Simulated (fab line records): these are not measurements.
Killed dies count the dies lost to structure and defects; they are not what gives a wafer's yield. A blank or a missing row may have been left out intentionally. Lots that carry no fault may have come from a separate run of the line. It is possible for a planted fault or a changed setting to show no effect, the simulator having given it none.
Which tool was responsible?	flow gf180mcu	11 lots, 33 wafers sampled, at 6 steps of a route of 602

== WHAT EACH GAUGE READ, for each wafer ==
GF_M1_RS_MEAS_05: the measuring method here is four-point-probe. Usual: for M1_ALCU_RS the level is 0.0695 ohm/sq and the standard deviation is 0.00072.
lot	measured	on	M1_ALCU_RS (ohm/sq)	flag
L352	day 16 08:55	film metro-01	0.0689 0.0684 0.0685	
L353	day 16 18:26	film metro-03	0.0687 0.0696 0.0694	
L354	day 17 07:02	film metro-02	0.0685 0.0693 0.0689	
L357	day 18 07:24	film metro-03	0.0686 0.0696 0.0685	
L359	day 19 03:27	film metro-02	0.0700 0.0688 0.0358	OFF
L360	day 19 12:59	film metro-03	0.0687 0.0685 0.0356	OFF
L361	day 19 19:47	film metro-03	0.0694 0.0360 0.0359	OFF
L370	day 22 23:37	film metro-01	0.0696 0.0690 0.0698	
L371	day 23 05:49	film metro-02	0.0701 0.0693 0.0690	
L373	day 23 19:21	film metro-03	0.0696 0.0697 0.0704	
L374	day 24 00:41	film metro-02	0.0695 0.0699 0.0706	

GF_M1_THK_MEAS_06: measures by xrf. Usual: for M1_ALCU_THK the level is 459 nm and the standard deviation is 4.9.
lot	measured	on	M1_ALCU_THK (nm)	flag
L352	day 16 09:02	film metro-01	462 463 466	
L353	day 16 18:34	film metro-03	460 458 459	
L354	day 17 07:08	film metro-02	467 462 465	
L357	day 18 07:31	film metro-03	464 456 462	
L359	day 19 03:34	film metro-02	459 469 897	OFF
L360	day 19 13:05	film metro-03	462 466 893	OFF
L361	day 19 19:55	film metro-03	457 882 882	OFF
L370	day 22 23:44	film metro-01	460 463 458	
L371	day 23 05:56	film metro-02	456 461 464	
L373	day 23 19:27	film metro-03	457 455 451	
L374	day 24 00:48	film metro-02	463 458 451	

GF_V1_THK_MEAS_01. Usual: for V1_CVD_00_THK the level is 600 nm and the standard deviation is 5.9.
lot	measured	on	V1_CVD_00_THK (nm)	flag
L352	day 17 08:42	film metro-01	589 596 591	
L353	day 17 18:10	film metro-03	604 602 606	
L354	day 18 07:26	film metro-04	594 589 598	
L357	day 19 07:23	film metro-01	601 608 601	
L359	day 20 03:50	film metro-04	597 600	
L360	day 20 12:50	film metro-01	603 596	
L361	day 20 19:35	film metro-03	606	
L370	day 23 23:07	film metro-01	597 611 602	
L371	day 24 05:21	film metro-01	596 602 600	
L373	day 24 18:24	film metro-04	602 597 604	
L374	day 25 00:20	film metro-03	587 596 593	

== WHAT TOOL EACH LOT RAN ON (gives the tool, then ch and the chambers of the sampled wafers, and finally the start) ==
lot	GF_CONTACT_STRIP_18	GF_CONTACT_SPUTTER_22	GF_M1_SPUTTER_02
L352	plasma asher-03 ch 0,1, day 16 07:43	pvd sputter-01, day 16 08:01	pvd sputter-04, day 16 08:50
L353	plasma asher-03 ch 0,1, day 16 17:14	pvd sputter-04, day 16 17:32	pvd sputter-02, day 16 18:21
L354	plasma asher-04 ch 1, day 17 05:49	pvd sputter-04, day 17 06:07	pvd sputter-02, day 17 06:55
L357	plasma asher-03 ch 0,1, day 18 06:07	pvd sputter-01, day 18 06:25	pvd sputter-02, day 18 07:19
L359	plasma asher-03 ch 0,1, day 19 02:14	pvd sputter-04, day 19 02:32	pvd sputter-02, day 19 03:20
L360	plasma asher-03 ch 0,1, day 19 11:46	pvd sputter-03, day 19 12:04	pvd sputter-02, day 19 12:52
L361	plasma asher-03 ch 0,1, day 19 18:19	pvd sputter-04, day 19 18:38	pvd sputter-02, day 19 19:42
L370	plasma asher-03 ch 0,1, day 22 22:25	pvd sputter-03, day 22 22:43	pvd sputter-02, day 22 23:31
L371	plasma asher-04 ch 0,1, day 23 04:37	pvd sputter-01, day 23 04:55	pvd sputter-04, day 23 05:44
L373	plasma asher-03 ch 0,1, day 23 18:08	pvd sputter-03, day 23 18:25	pvd sputter-02, day 23 19:13
L374	plasma asher-01 ch 0,1, day 23 23:28	pvd sputter-03, day 23 23:46	pvd sputter-02, day 24 00:35
- GF_CONTACT_STRIP_18: strips in O2/N2.
- GF_CONTACT_SPUTTER_22: material Ti, target thk 15 nm, time 80.02 s.
- GF_M1_SPUTTER_02: material AlCu, target thk 450 nm, time 23.9 s.

== WHAT THE TOOLS THEMSELVES READ (means of the sampled wafers that have a number; where no wafer has one, the mark that the record gives instead) ==
GF_CONTACT_STRIP_18. Usual: drypump motor current A 6.15 A, standard deviation 0.16; heater power w 323 W, standard deviation 34; o2 flow sccm 2999 sccm, standard deviation 7.9; oes product au 0.579 a.u., standard deviation 0.005.
lot	tool	drypump motor current A (A)	heater power w (W)	o2 flow sccm (sccm)	oes product au (a.u.)	flag
L352	plasma asher-03	6.13	348	2997	0.577	
L353	plasma asher-03	6.12	362	3001	0.579	
L354	plasma asher-04	6.19	264	3002	0.575	
L357	plasma asher-03	6.10	361	2997	0.579	
L359	plasma asher-03	6.11	358	2991	0.581	
L360	plasma asher-03	6.13	346	2996	0.578	
L361	plasma asher-03	6.13	349	2999	0.583	
L370	plasma asher-03	6.13	365	3001	0.581	
L371	plasma asher-04	6.02	281	2997	0.578	
L373	plasma asher-03	6.12	351	2994	0.582	
L374	plasma asher-01	6.18	314	3002	0.580	

GF_CONTACT_SPUTTER_22. Usual: throttle valve pct 30.2 %, standard deviation 1.3.
lot	tool	throttle valve pct (%)	flag
L352	pvd sputter-01	29.8	
L353	pvd sputter-04	30.8	
L354	pvd sputter-04	31.1	
L357	pvd sputter-01	29.3	
L359	pvd sputter-04	30.9	
L360	pvd sputter-03	29.1	
L361	pvd sputter-04	31.6	
L370	pvd sputter-03	29.6	
L371	pvd sputter-01	29.4	
L373	pvd sputter-03	29.1	
L374	pvd sputter-03	29.1	

GF_M1_SPUTTER_02. Usual: throttle valve pct 30.4 %, standard deviation 1.1.
lot	tool	throttle valve pct (%)	flag
L352	pvd sputter-04	31.2	
L353	pvd sputter-02	30.3	
L354	pvd sputter-02	31.4	
L357	pvd sputter-02	30.5	
L359	pvd sputter-02	30.8	
L360	pvd sputter-02	31.0	
L361	pvd sputter-02	30.6	
L370	pvd sputter-02	30.4	
L371	pvd sputter-04	31.0	
L373	pvd sputter-02	31.2	
L374	pvd sputter-02	30.6	

== THE ANSWER, worked out from the rows above alone ==
Rule: a lot counts as off when the mean over its wafers that have a number is more than 3 standard deviations away from the usual mean. Also off: a lot with no number at a reading for which 4 or more lots have one. All remaining lots with rows at the step are treated as sound. The gauges are gone through in route order, then the tools' own readings, and for those a lot's mean is taken as printed above. The first step at which some lot is off is used, and at that step the reading that is off furthest; a lot without a number counts as furthest.
Off: L359, L360, L361, at GF_M1_RS_MEAS_05 (M1_ALCU_RS).
If a tool, at a process step before that reading, ran all the lots that are off and no sound lot after the first of them, it fits. Gauges at GF_M1_RS_MEAS_05: tried the same way as those tools. Of those tried, none fits.

== WHAT THE SIMULATOR HAD PUT IN ==
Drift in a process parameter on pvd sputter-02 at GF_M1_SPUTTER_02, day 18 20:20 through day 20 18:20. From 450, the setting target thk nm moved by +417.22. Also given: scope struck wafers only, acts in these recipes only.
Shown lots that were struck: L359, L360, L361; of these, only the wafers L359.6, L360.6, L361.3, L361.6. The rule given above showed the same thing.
